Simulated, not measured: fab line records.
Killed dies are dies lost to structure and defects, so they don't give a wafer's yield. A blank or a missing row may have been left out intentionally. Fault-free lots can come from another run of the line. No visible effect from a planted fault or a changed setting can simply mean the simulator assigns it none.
Struck lot and sound lot, side by side / flow sfqLine / 14 out of 325 route steps
Sound: wafers L692.3, L692.4, L692.6. Struck: wafers L702.1, L702.5 (left out: L702.2, a lot-mate that was not struck); the cause follows at the end.
Order at every step that has rows: each side's tool, ch and its chambers, its first start. Under that, the readings that differ: sound wafers / struck wafers / difference of the means / sigmas: that difference in standard deviations of wafers without a fault.
alike: readings whose means differ by less than 2 such deviations, and words and numbers that are the same on both sides. not compared: withheld readings, readings that some wafer has no value for, bounds like >300 that may hide the same value, and numbers for which the record gives no deviation and whose values overlap.
The two part at a step that has a row with sigmas, a row that says differs or no value, or rows on one side only. Numbers that don't overlap but have no deviation are shown without sigmas and don't part them. A reading that every wafer of one side lacks parts them only if that side has two wafers or more.

first, 1 step without rows for these wafers: SFQ_TRILAYER_M0_STRIP_SOLV_CLEAN_026 (cleans in NMP, time 600 s).
SFQ_TRILAYER_I0_DEP_PECVD_027: deposits SiO2 from SiH4/N2O, time 111.11 s, target thk 500 nm.
  sound on pecvd-02 ch 0,2, day 13 04:59; struck on pecvd-01 ch 0,2, day 17 02:07
  alike: heaterPowerW, showerheadVppV, throttleValvePct
SFQ_TRILAYER_I0_CMP_CMP_028: polishes SiO2.
  sound on cmp-01 ch 1,2, day 13 10:39; struck on cmp-02 ch 0,1, day 17 02:11
reading=timeToEndpointS (s); sound=224 218 221; struck=197 205; difference=-20; sigmas=-3
  alike: motorCurrentA
SFQ_I0_BOW_MEAS_907:
  sound on filmMetro-02 at day 13 13:41; struck on filmMetro-02 at day 17 05:11
  alike: I0_BOW
SFQ_TRILAYER_I0_METRO_MEASURE_029:
  sound on filmMetro-02 at day 13 14:10; struck on filmMetro-02 at day 17 05:19
  alike: thkNm
then, 6 steps without rows for these wafers: SFQ_TRILAYER_I0_VIA_LITHO_COAT_036 (resist thk 62 nm); SFQ_TRILAYER_I0_VIA_LITHO_COAT_031 (resist thk 650 nm); SFQ_TRILAYER_I0_VIA_LITHO_SOFTBAKE_035; SFQ_TRILAYER_I0_VIA_LITHO_EXPOSE_032 (exposes mask I0, target cd 500 nm); SFQ_TRILAYER_I0_VIA_LITHO_PEB_034 (peb time 60 s); SFQ_TRILAYER_I0_VIA_LITHO_DEVELOP_033 (time 60 s).
SFQ_I0_OVL_MEAS_908:
  sound on overlay-01 at day 14 00:00; struck on overlay-02 at day 17 08:46
  alike: I0_OVL
SFQ_TRILAYER_I0_VIA_BARC_OPEN_VIA_ETCH_046: etches BARC in O2, target depth 125 nm, time 41.7 s.
  sound on rieDiel-02 ch 0,2,3, day 14 00:01; struck on rieDiel-02 ch 0,2, day 17 08:47
reading=model.KrF_of_TRILAYER_I0_VIA_LITHO_COAT_031.thkNm (nm); sound=573.2 572.9 573.7; struck=576.7 573.9; difference=+2.0; sigmas=
  alike: drypumpMotorCurrentA, oesProductAu
  not compared: rfHoursCounterH
SFQ_TRILAYER_I0_VIA_ETCH_VIA_ETCH_034: etches SiO2 in CHF3, stops on Nb, target depth 260 nm.
  sound on rieDiel-02 ch 0,2,3, day 14 00:04; struck on rieDiel-02 ch 0,2, day 17 08:50
  alike: drypumpMotorCurrentA, oesProductAu

## WHERE THEY PART
At SFQ_TRILAYER_I0_CMP_CMP_028 and nowhere else, as far as this record goes. Later steps at which nothing parts them and some readings are alike: SFQ_I0_BOW_MEAS_907, SFQ_TRILAYER_I0_METRO_MEASURE_029, SFQ_I0_OVL_MEAS_908, SFQ_TRILAYER_I0_VIA_BARC_OPEN_VIA_ETCH_046, SFQ_TRILAYER_I0_VIA_ETCH_VIA_ETCH_034.

WHY: the cause the simulator had injected
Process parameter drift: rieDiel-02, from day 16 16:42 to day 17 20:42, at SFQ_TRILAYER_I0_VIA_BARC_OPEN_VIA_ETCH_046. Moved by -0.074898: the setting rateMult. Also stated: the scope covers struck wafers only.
